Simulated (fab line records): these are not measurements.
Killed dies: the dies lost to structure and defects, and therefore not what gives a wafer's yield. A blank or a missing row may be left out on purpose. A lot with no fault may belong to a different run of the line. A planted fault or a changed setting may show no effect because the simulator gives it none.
Which tool did it? + flow sky130 + Sampling: 14 lots, 42 wafers, 5 of 708 route steps

== WHAT THE GAUGES READ, wafer by wafer ==
SKY_SD_N_TW_MEAS_12. Usual: SD_N_TW gives 3947 (standard deviation 27).
| lot  | measured     | on            | SD_N_TW        | flag |
|------|--------------|---------------|----------------|------|
| L368 | day 28 02:44 | film_metro-04 | 3900 3922 3921 |      |
| L369 | day 28 08:34 | film_metro-01 | 3968 3963 3948 |      |
| L371 | day 28 22:58 | film_metro-02 | 3989 4002 3997 |      |
| L372 | day 29 11:41 | film_metro-02 | 3941 3988 3967 |      |
| L376 | day 30 22:05 | film_metro-02 | 3985 3988 3994 |      |
| L377 | day 31 10:29 | film_metro-04 | 3888 3882 3883 |      |
| L380 | day 32 01:06 | film_metro-01 | 3958 3950 3966 |      |
| L381 | day 32 04:40 | film_metro-01 | 3962 3985 3948 |      |
| L382 | day 32 23:08 | film_metro-04 | 3926 3945 3957 |      |
| L385 | day 33 18:08 | film_metro-04 | 3946 3953 3936 |      |
| L388 | day 34 14:20 | film_metro-04 | 3955 3935 3929 |      |
| L389 | day 34 19:09 | film_metro-02 | 3955 3953 3968 |      |
| L390 | day 35 01:39 | film_metro-04 | 3930 3922 3927 |      |
| L391 | day 35 04:13 | film_metro-04 | 3927 3943 3938 |      |

SKY_SD_N_RS_MEAS_16: measurement is done with a four-point probe. Usual: SD_N_RS gives 68.60 ohm/sq (standard deviation 0.11).
| lot  | measured     | on            | SD_N_RS (ohm/sq)  | flag |
|------|--------------|---------------|-------------------|------|
| L368 | day 28 03:01 | film_metro-02 | 68.75 68.58 68.47 |      |
| L369 | day 28 08:52 | film_metro-01 | 68.71 68.74 68.58 |      |
| L371 | day 28 23:18 | film_metro-04 | 68.69 68.68 68.61 |      |
| L372 | day 29 11:58 | film_metro-04 | 68.55 68.67 68.69 |      |
| L376 | day 30 22:22 | film_metro-02 | 68.73 68.60 68.48 |      |
| L377 | day 31 10:46 | film_metro-01 | 68.49 68.62 68.49 |      |
| L380 | day 32 01:23 | film_metro-02 | 68.60 68.71 68.62 |      |
| L381 | day 32 04:57 | film_metro-04 | 70.68 70.76 70.87 | OFF  |
| L382 | day 32 23:25 | film_metro-04 | 70.70 70.79 70.78 | OFF  |
| L385 | day 33 18:25 | film_metro-01 | 68.51 68.66 68.73 |      |
| L388 | day 34 14:37 | film_metro-02 | 68.44 68.46 68.58 |      |
| L389 | day 34 19:26 | film_metro-01 | 68.83 68.78 68.69 |      |
| L390 | day 35 01:56 | film_metro-01 | 68.68 68.51 68.69 |      |
| L391 | day 35 04:32 | film_metro-02 | 68.50 68.83 68.60 |      |

== WHAT TOOL EACH LOT RAN ON (gives the tool, then ch and the chambers of the sampled wafers, and finally the start) ==
| lot  | SKY_RES_XHIGH_STRIP_08               | SKY_SD_N_IMPLANT_10             | SKY_SD_N_RTA_14                  |
|------|--------------------------------------|---------------------------------|----------------------------------|
| L368 | plasma_asher-04 ch 0,1, day 26 21:08 | implanter-04 ch 0, day 28 02:29 | rtp_anneal-01 ch 0, day 28 02:51 |
| L369 | plasma_asher-01 ch 0,1, day 27 03:20 | implanter-04 ch 0, day 28 08:21 | rtp_anneal-02 ch 0, day 28 08:41 |
| L371 | plasma_asher-01 ch 0,1, day 27 18:55 | implanter-04 ch 0, day 28 22:43 | rtp_anneal-02 ch 0, day 28 23:08 |
| L372 | plasma_asher-04 ch 0,1, day 28 07:51 | implanter-02 ch 0, day 29 11:26 | rtp_anneal-01 ch 0, day 29 11:48 |
| L376 | plasma_asher-01 ch 0,1, day 29 17:25 | implanter-04 ch 0, day 30 21:50 | rtp_anneal-01 ch 0, day 30 22:12 |
| L377 | plasma_asher-04 ch 1, day 30 06:16   | implanter-02 ch 0, day 31 10:14 | rtp_anneal-02 ch 0, day 31 10:36 |
| L380 | plasma_asher-01 ch 0,1, day 30 20:39 | implanter-03 ch 0, day 32 00:52 | rtp_anneal-01 ch 0, day 32 01:13 |
| L381 | plasma_asher-01 ch 0,1, day 31 00:21 | implanter-02, day 32 04:25      | rtp_anneal-02 ch 0, day 32 04:47 |
| L382 | plasma_asher-02 ch 0,1, day 31 19:54 | implanter-04, day 32 22:53      | rtp_anneal-01 ch 0, day 32 23:15 |
| L385 | plasma_asher-01 ch 0, day 32 14:34   | implanter-04 ch 0, day 33 17:53 | rtp_anneal-02 ch 0, day 33 18:15 |
| L388 | plasma_asher-02 ch 0,1, day 33 11:00 | implanter-04 ch 0, day 34 14:05 | rtp_anneal-01 ch 0, day 34 14:27 |
| L389 | plasma_asher-01 ch 1, day 33 16:37   | implanter-02 ch 0, day 34 18:54 | rtp_anneal-02 ch 0, day 34 19:16 |
| L390 | plasma_asher-04 ch 0,1, day 33 22:42 | implanter-04 ch 0, day 35 01:25 | rtp_anneal-01 ch 0, day 35 01:46 |
| L391 | plasma_asher-02 ch 0,1, day 34 01:42 | implanter-04 ch 0, day 35 04:00 | rtp_anneal-02 ch 0, day 35 04:20 |
- SKY_RES_XHIGH_STRIP_08: strips in O2/N2.
- SKY_SD_N_IMPLANT_10
- SKY_SD_N_RTA_14: time 2 s.

== WHAT THE TOOLS THEMSELVES READ (means of the sampled wafers that have a number; where no wafer has one, the mark that the record gives instead) ==
SKY_RES_XHIGH_STRIP_08. Usual: drypump_motor_current_A 5.8 A, standard deviation 0.47; oes_product_au 0.711 a.u., standard deviation 0.0042; strip_time_to_endpoint_s 14.30 s, standard deviation 0.031.
| lot  | tool            | drypump_motor_current_A (A) | oes_product_au (a.u.) | strip_time_to_endpoint_s (s) | flag |
|------|-----------------|-----------------------------|-----------------------|------------------------------|------|
| L368 | plasma_asher-04 | 5.3                         | 0.710                 | 14.32                        |      |
| L369 | plasma_asher-01 | 5.7                         | 0.712                 | 14.28                        |      |
| L371 | plasma_asher-01 | 6.0                         | 0.718                 | 14.35                        |      |
| L372 | plasma_asher-04 | 5.1                         | 0.711                 | 14.33                        |      |
| L376 | plasma_asher-01 | 6.0                         | 0.709                 | 14.31                        |      |
| L377 | plasma_asher-04 | 5.4                         | 0.710                 | 14.27                        |      |
| L380 | plasma_asher-01 | 5.7                         | 0.709                 | 14.29                        |      |
| L381 | plasma_asher-01 | 5.7                         | 0.711                 | 14.30                        |      |
| L382 | plasma_asher-02 | 6.3                         | 0.711                 | 14.32                        |      |
| L385 | plasma_asher-01 | 5.4                         | 0.714                 | 14.32                        |      |
| L388 | plasma_asher-02 | 6.2                         | 0.712                 | 14.25                        |      |
| L389 | plasma_asher-01 | 6.3                         | 0.713                 | 14.34                        |      |
| L390 | plasma_asher-04 | 5.3                         | 0.712                 | 14.34                        |      |
| L391 | plasma_asher-02 | 6.2                         | 0.713                 | 14.27                        |      |

SKY_SD_N_IMPLANT_10. Usual: beam_energy_keV 20.001, standard deviation 0.0064; beam_on_s 10.5 s, standard deviation 0.95.
| lot  | tool         | beam_energy_keV | beam_on_s (s) | flag |
|------|--------------|-----------------|---------------|------|
| L368 | implanter-04 | 20.000          | 9.9           |      |
| L369 | implanter-04 | 20.000          | 9.8           |      |
| L371 | implanter-04 | 19.997          | 9.9           |      |
| L372 | implanter-02 | 20.006          | 12.1          |      |
| L376 | implanter-04 | 19.994          | 9.9           |      |
| L377 | implanter-02 | 20.005          | 12.0          |      |
| L380 | implanter-03 | 19.998          | 9.9           |      |
| L381 | implanter-02 | -               | -             | OFF  |
| L382 | implanter-04 | -               | -             | OFF  |
| L385 | implanter-04 | 19.994          | 9.9           |      |
| L388 | implanter-04 | 19.996          | 10.2          |      |
| L389 | implanter-02 | 20.004          | 12.1          |      |
| L390 | implanter-04 | 20.005          | 10.0          |      |
| L391 | implanter-04 | 19.998          | 10.1          |      |

SKY_SD_N_RTA_14. Usual: lamp_power_pct 15.74 %, standard deviation 0.057; wafer_temp_C_max 1078.0, standard deviation 1.4.
| lot  | tool          | lamp_power_pct (%) | wafer_temp_C_max | flag |
|------|---------------|--------------------|------------------|------|
| L368 | rtp_anneal-01 | 15.74              | 1078.3           |      |
| L369 | rtp_anneal-02 | 15.76              | 1080.6           |      |
| L371 | rtp_anneal-02 | 15.79              | 1079.8           |      |
| L372 | rtp_anneal-01 | 15.69              | 1078.7           |      |
| L376 | rtp_anneal-01 | 15.77              | 1076.6           |      |
| L377 | rtp_anneal-02 | 15.68              | 1078.0           |      |
| L380 | rtp_anneal-01 | 15.72              | 1078.3           |      |
| L381 | rtp_anneal-02 | 15.74              | 1079.7           |      |
| L382 | rtp_anneal-01 | 15.74              | 1078.0           |      |
| L385 | rtp_anneal-02 | 15.72              | 1076.4           |      |
| L388 | rtp_anneal-01 | 15.73              | 1077.3           |      |
| L389 | rtp_anneal-02 | 15.69              | 1077.3           |      |
| L390 | rtp_anneal-01 | 15.79              | 1077.9           |      |
| L391 | rtp_anneal-02 | 15.77              | 1079.3           |      |

== THE ANSWER, worked out from the rows above alone ==
Rule: take the mean of a lot's wafers that have a number; if it is more than 3 standard deviations from the usual mean, the lot is off. A lot without any number at a reading at which 4 lots or more have one is off too. The other lots that the step has rows for count as sound. First the gauges in route order, then the tools' own readings, where a lot's mean is used as printed above. At the first step where some lot is off, the reading lying furthest off is the one used; lots without a number count as furthest.
Off: L381, L382, at SKY_SD_N_RS_MEAS_16 (SD_N_RS).
If a tool, at a process step before that reading, ran all the lots that are off and no sound lot after the first of them, it fits. Not tried: the gauges at SKY_SD_N_RS_MEAS_16; whatever is off there is also off at SKY_SD_N_IMPLANT_10, on other tools, and gauge error can't account for it. Not one of the candidates tried fits.

== WHAT THE SIMULATOR HAD PUT IN ==
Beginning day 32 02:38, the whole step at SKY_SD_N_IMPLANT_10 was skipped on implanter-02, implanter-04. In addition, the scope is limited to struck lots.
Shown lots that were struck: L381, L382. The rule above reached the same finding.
